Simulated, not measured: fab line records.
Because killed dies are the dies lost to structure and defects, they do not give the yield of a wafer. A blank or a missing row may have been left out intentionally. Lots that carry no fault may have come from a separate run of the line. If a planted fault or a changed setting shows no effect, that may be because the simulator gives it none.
A lot that was struck, set against a sound lot | flow sky130 | 15 out of 708 route steps
Sound: wafers L168.1, L168.4, L168.6. The struck wafers were L177.1, L177.3, L177.5. The cause is named last.
Per side, at each step with rows, come the tool, then ch with its chambers, and then its first start. Under that, the readings that differ: sound wafers | struck wafers | difference of the means | sigmas: that difference in standard deviations of wafers without a fault.
alike: same words and numbers on both sides, and readings whose means sit less than 2 such deviations apart. not compared: any withheld reading, any reading some wafer has no value for, any bound like >300 that may hide the same value, and any number with overlapping values for which the record gives no deviation.
A row with sigmas, a row that says differs or no value, or rows on one side alone: a step with any of these is where the two part. When numbers do not overlap yet have no deviation, they are printed without sigmas and do not part them. Lack of a reading on every wafer of one side parts them only where that side has two or more wafers.

SKY_POLY_GATE_THK_MEAS_21:
  sound: film-metro-01 at day 19 06:27; struck: film-metro-02 at day 22 17:16
  alike: POLY_GATE_OXIDATION_THK
SKY_POLY_GATE_CD_MEAS_22:
  sound: cd-sem-02 at day 19 06:31; struck: cd-sem-01 at day 22 17:20
  alike: cd-nm
then, 7 steps without rows for these wafers: SKY_LDD_N_DEHYDRATE_00 (time 60 s); SKY_LDD_N_HMDS_01 (prime time 60 s); SKY_LDD_N_COAT_02 (resist thk 300 nm); SKY_LDD_N_SOFTBAKE_03 (time 60 s); SKY_LDD_N_EXPOSE_04 (exposes mask NTM, target cd 840 nm); SKY_LDD_N_PEB_05; SKY_LDD_N_DEVELOP_06 (develop time 60 s).
SKY_LDD_N_OVL_MEAS_07:
  sound: overlay-01 at day 20 13:47; struck: overlay-01 at day 23 23:56
  alike: LDD_N_OVL
then, 2 steps without rows for these wafers: SKY_LDD_N_IMPLANT_08; SKY_LDD_N_IMPLANT_09.
SKY_LDD_N_IMPLANT_10:
  sound on implanter-03 ch 0, day 20 14:07; struck on implanter-02 ch 0, day 24 00:16
  reading            | sound                         | struck                        | difference | sigmas
  dose-ions-cm2      | 7.492e+13 7.501e+13 7.483e+13 | 6.396e+13 6.399e+13 6.395e+13 | -1.095e+13 | -99 or more
  faraday-current-uA | 411 413 430                   | 359 364 370                   | -54        | -6
then, 1 step without rows for these wafers: SKY_LDD_N_IMPLANT_11.
-- here the record skips 26 days between the struck wafers' starts before and after, leaving off in module LDD_N and picking up in module PAD_OPEN (first step shown: number 708 of the route) --
SKY_PAD_OPEN_PROBE_99:
  sound: prober-01 at day 47 19:26; struck: prober-01 at day 49 20:21
  reading                     | sound             | struck            | difference | sigmas
  model.etest.tip-n.rs-ohm-sq | 440.1 441.5 438.9 | 445.4 448.9 450.6 | +8.1       |
  alike: killed_at_M0_to_M3, killed_at_M4_up, killed-at-contacts, killed-at-front-end, killed-at-other, killed-dies, killed-open, killed-short

== WHERE THEY PART ==
At SKY_LDD_N_IMPLANT_10 and nowhere else, as far as this record goes. Later steps at which nothing parts them and some readings are alike: SKY_PAD_OPEN_PROBE_99.

WHY: what had been put in by the simulator
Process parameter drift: implanter-02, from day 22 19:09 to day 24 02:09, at SKY_LDD_N_IMPLANT_10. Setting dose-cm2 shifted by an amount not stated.
